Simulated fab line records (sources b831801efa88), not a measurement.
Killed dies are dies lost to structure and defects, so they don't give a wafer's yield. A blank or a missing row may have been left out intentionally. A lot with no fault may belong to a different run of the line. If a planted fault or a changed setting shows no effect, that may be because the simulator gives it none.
Chamber matching | flow gf180mcu | GF_V2_CVD_02 on pecvd-04: 3 sister chambers
The step deposits SiO2 from TEOS, target thk 850 nm, time 94.851 s. 6 wafers are shown with their chamber, then 7 later ones without.

EACH WAFER AND ITS CHAMBER
wafer  | chamber | heaterPowerW (W)
L357.5 | 2       | 489
L356.4 | 2       | 623
L358.2 | 1       | 808
L358.5 | 1       | 884
L363.3 | 0       | 664
L363.4 | 0       | 727

WAFERS WITH NO CHAMBER GIVEN
wafer  | heaterPowerW (W)
L363.5 | 600
L367.2 | 556
L367.3 | 898
L367.6 | 929
L375.1 | 739
L375.2 | 522
L375.6 | 867

WHICH CHAMBER EACH ONE RAN IN
wafer  | from the rows above     | in truth
L363.5 | can't be placed: 2 or 0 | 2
L367.2 | 2                       | 2
L367.3 | 1                       | 1
L367.6 | 1                       | 1
L375.1 | can't be placed: 0 or 1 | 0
L375.2 | 2                       | 2
L375.6 | 1                       | 1
Placed correctly: 5 of 7. These rows do not allow placing 2 (true chamber among the candidates in 2). Placed wrongly: 0.
How it was worked out, from the rows above alone: a wafer's distance from a chamber is the root of the sum, over the readings, of the square of ((its reading less the chamber's mean) divided by the reading's scatter). If the next closest chamber is less than 2 further off than the closest, the wafer can't be placed; otherwise it belongs to the closest. Each chamber's mean is taken over the wafers shown for it. The scatter is the square root of a quotient: the sum, over the shown wafers, of each reading's squared deviation from its chamber's mean, divided by wafers minus chambers.
